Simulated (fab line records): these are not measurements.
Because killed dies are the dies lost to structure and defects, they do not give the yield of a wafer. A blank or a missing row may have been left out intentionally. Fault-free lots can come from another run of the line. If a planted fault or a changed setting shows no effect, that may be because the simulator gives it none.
Check of tool commonality / flow gf180mcu / 45 wafers sampled across 13 lots

== WHY THIS WAS OPENED ==
Of 13 lots, 2 have the reading MVPSD_RS flagged at GF_VT_IMPLANT_RS_MEAS_49. No-fault wafers: 1168.6 ohm/sq, standard deviation 2.7.
Rule: a lot is flagged in two cases, either no wafer of it has a number, or all its wafers with numbers fall more than 4 standard deviations from that mean. The other lots count as sound.

lot=L813; measured=day 7 06:38; on=film_metro-03; MVPSD_RS (ohm/sq), wafer by wafer=1165.1 1166.7 1165.2; flag=
lot=L815; measured=day 8 16:32; on=film_metro-04; MVPSD_RS (ohm/sq), wafer by wafer=1160.6 1169.4 1167.1; flag=
lot=L816; measured=day 8 18:27; on=film_metro-03; MVPSD_RS (ohm/sq), wafer by wafer=1161.8 1166.1 1165.8; flag=
lot=L819; measured=day 9 03:34; on=film_metro-04; MVPSD_RS (ohm/sq), wafer by wafer=1166.7 1164.3 1163.6; flag=
lot=L820; measured=day 9 15:54; on=film_metro-03; MVPSD_RS (ohm/sq), wafer by wafer=1168.3 1169.3 1170.8; flag=
lot=L821; measured=day 9 21:51; on=film_metro-01; MVPSD_RS (ohm/sq), wafer by wafer=1168.7 1170.2 1165.8; flag=
lot=L822; measured=day 10 08:43; on=film_metro-01; MVPSD_RS (ohm/sq), wafer by wafer=1164.2 1164.4 1168.5; flag=
lot=L825; measured=day 11 03:14; on=film_metro-04; MVPSD_RS (ohm/sq), wafer by wafer=1103.4 1100.3 1101.5 1101.5 1103.5 1102.5; flag=FLAGGED
lot=L826; measured=day 11 08:53; on=film_metro-01; MVPSD_RS (ohm/sq), wafer by wafer=1103.2 1103.3 1100.2 1101.4 1103.7 1100.4; flag=FLAGGED
lot=L830; measured=day 12 11:26; on=film_metro-04; MVPSD_RS (ohm/sq), wafer by wafer=1169.7 1170.8 1169.4; flag=
lot=L832; measured=day 13 03:17; on=film_metro-03; MVPSD_RS (ohm/sq), wafer by wafer=1164.9 1165.5 1166.3; flag=
lot=L835; measured=day 13 23:48; on=film_metro-04; MVPSD_RS (ohm/sq), wafer by wafer=1167.8 1168.8 1165.7; flag=
lot=L836; measured=day 14 04:49; on=film_metro-01; MVPSD_RS (ohm/sq), wafer by wafer=1170.3 1169.0 1169.6; flag=
Average over the flagged lots: 1102.1 ohm/sq; offset from the usual -66.5 ohm/sq, equal to -25 standard deviations.

== WHICH TOOL RAN EACH LOT ==
The record keeps 1 process step preceding the reading, out of 602 steps on the route. Each cell gives the tool, then ch followed by the chambers the sampled wafers passed through, then the start.
lot=L813; flag=; GF_MVPSD_IMPLANT_08=implanter-04 ch 0, day 4 17:10
lot=L815; flag=; GF_MVPSD_IMPLANT_08=implanter-04 ch 0, day 5 22:21
lot=L816; flag=; GF_MVPSD_IMPLANT_08=implanter-04 ch 0, day 5 23:50
lot=L819; flag=; GF_MVPSD_IMPLANT_08=implanter-03 ch 0, day 6 08:07
lot=L820; flag=; GF_MVPSD_IMPLANT_08=implanter-03 ch 0, day 6 18:55
lot=L821; flag=; GF_MVPSD_IMPLANT_08=implanter-02 ch 0, day 7 00:01
lot=L822; flag=; GF_MVPSD_IMPLANT_08=implanter-04 ch 0, day 7 09:47
lot=L825; flag=FLAGGED; GF_MVPSD_IMPLANT_08=implanter-03 ch 0, day 8 03:51
lot=L826; flag=FLAGGED; GF_MVPSD_IMPLANT_08=implanter-03 ch 0, day 8 07:34
lot=L830; flag=; GF_MVPSD_IMPLANT_08=implanter-02 ch 0, day 9 07:35
lot=L832; flag=; GF_MVPSD_IMPLANT_08=implanter-04 ch 0, day 9 22:21
lot=L835; flag=; GF_MVPSD_IMPLANT_08=implanter-02 ch 0, day 10 16:40
lot=L836; flag=; GF_MVPSD_IMPLANT_08=implanter-04 ch 0, day 10 21:11
These steps, and what they do:
- GF_MVPSD_IMPLANT_08
- GF_VT_IMPLANT_RS_MEAS_49: measures by four-point-probe.

== FLAGGED AGAINST TOTAL, ONE TOOL AT A TIME (gauges that did the reading follow at the end) ==
step=GF_MVPSD_IMPLANT_08; tool=implanter-02; lots run=3; flagged=0; share of the flagged lots=none; sound lots run after its first flagged lot=-
step=GF_MVPSD_IMPLANT_08; tool=implanter-03; lots run=4; flagged=2; share of the flagged lots=all; sound lots run after its first flagged lot=0
step=GF_MVPSD_IMPLANT_08; tool=implanter-04; lots run=6; flagged=0; share of the flagged lots=none; sound lots run after its first flagged lot=-
step=GF_VT_IMPLANT_RS_MEAS_49; tool=film_metro-01; lots run=4; flagged=1; share of the flagged lots=some; sound lots run after its first flagged lot=1 (L836)
step=GF_VT_IMPLANT_RS_MEAS_49; tool=film_metro-03; lots run=4; flagged=0; share of the flagged lots=none; sound lots run after its first flagged lot=-
step=GF_VT_IMPLANT_RS_MEAS_49; tool=film_metro-04; lots run=5; flagged=1; share of the flagged lots=some; sound lots run after its first flagged lot=2 (L830,L835)

== WHAT THE TABLE ALLOWS ==
1 row of the table ran every flagged lot: implanter-03 at GF_MVPSD_IMPLANT_08.
- implanter-03 at GF_MVPSD_IMPLANT_08: 2 of its 4 lots flagged. Last sound lot L820 at day 6 18:55, first flagged lot L825 at day 8 03:51; a fault beginning in between fits. Its own readings (beam_on_s, faraday_current_uA) fall more than 4 standard deviations out on all wafers of the flagged lots.
Left over: one tool, implanter-03 at GF_MVPSD_IMPLANT_08.

== WHAT THE SIMULATOR HAD PUT IN ==
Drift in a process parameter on implanter-03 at GF_MVPSD_IMPLANT_08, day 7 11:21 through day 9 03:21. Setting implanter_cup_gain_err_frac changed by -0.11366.
Shown lots that were struck: L825, L826. The rule above reached the same finding.
